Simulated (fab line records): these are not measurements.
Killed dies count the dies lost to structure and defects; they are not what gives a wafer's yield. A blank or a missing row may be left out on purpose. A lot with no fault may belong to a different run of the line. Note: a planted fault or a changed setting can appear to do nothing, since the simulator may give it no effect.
2 desks looking at one fault	flow sky130	every desk sees just its own numbers, and what lay behind them comes last

== AT THE TOOL OWNER'S DESK: rieDiel-02 ==
The tool's own readings at SKY_PASSIVATION_ETCH_11 (etches the open film in CF4/O2, stops on AlCu, target depth 725 nm, time 161.1 s): means of the sampled wafers that have a number, for each lot that ran on this tool. Marked OUT: a lot whose mean sits more than 4 standard deviations from the usual mean, which makes it out of limits; the brackets give that distance.
Columns: A = cf4FlowSccm at SKY_PASSIVATION_ETCH_11, usual 80.01 sccm; B = drypumpMotorCurrentA at SKY_PASSIVATION_ETCH_11, usual 5.8 A; C = oesProductAu at SKY_PASSIVATION_ETCH_11, usual 0.977 a.u.; D = rfFwdPowerW at SKY_PASSIVATION_ETCH_11, usual 796.4 W; E = runLengthS at SKY_PASSIVATION_ETCH_11, usual 189.6 s; F = throttleValvePct at SKY_PASSIVATION_ETCH_11, usual 5.965 %
lot	first seen here	A	B	C	D	E	F
L755	day 45 11:54	80.20	6.0	0.977	796.6	190.0	5.967
L760	day 46 18:55	79.97	6.2	0.973	798.5	190.0	5.958
L767	day 48 10:55	80.10	6.1	0.987	798.8	185.2 (-7.4) OUT	5.978
This desk finds L767 out of limits, L767 being first, at day 48 10:55 (runLengthS at SKY_PASSIVATION_ETCH_11). In limits: L755, L760.

== FROM THE METROLOGY DESK ==
What the gauges read for every lot (on any tool): the sampled wafers with a number, averaged. Marked OUT: a lot whose mean sits more than 4 standard deviations from the usual mean, which makes it out of limits; the brackets give that distance.
Columns: A = PASSIVATION_CVD_00_THK at SKY_PASSIVATION_THK_MEAS_01, usual 90.0 nm; B = PASSIVATION_CVD_02_THK at SKY_PASSIVATION_THK_MEAS_03, usual 539 nm
lot	first seen here	A	B
L754	day 44 13:01	89.7	539
L755	day 44 13:47	88.8	537
L757	day 45 13:07	89.7	535
L760	day 45 22:15	90.6	535
L767	day 47 16:01	90.4	543
This desk's finding: nothing out of limits on any of the 5 lots.

== BROUGHT TOGETHER ==
The tool owner's desk had the chance to raise an alarm at day 48 10:55 on L767.
The metrology desk saw nothing out of limits.
The metrology desk holds a record of L767, inside its limits.
On rieDiel-02, each named lot ran SKY_PASSIVATION_ETCH_11.

== WHAT THE SIMULATOR PUT IN ==
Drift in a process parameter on rieDiel-02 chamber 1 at SKY_PASSIVATION_ETCH_11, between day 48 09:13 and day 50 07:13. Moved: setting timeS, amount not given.
Shown lots that were struck: L767.
Time in hours from fault onset to the first out-of-limits reading at each desk: the tool owner's desk, 2.
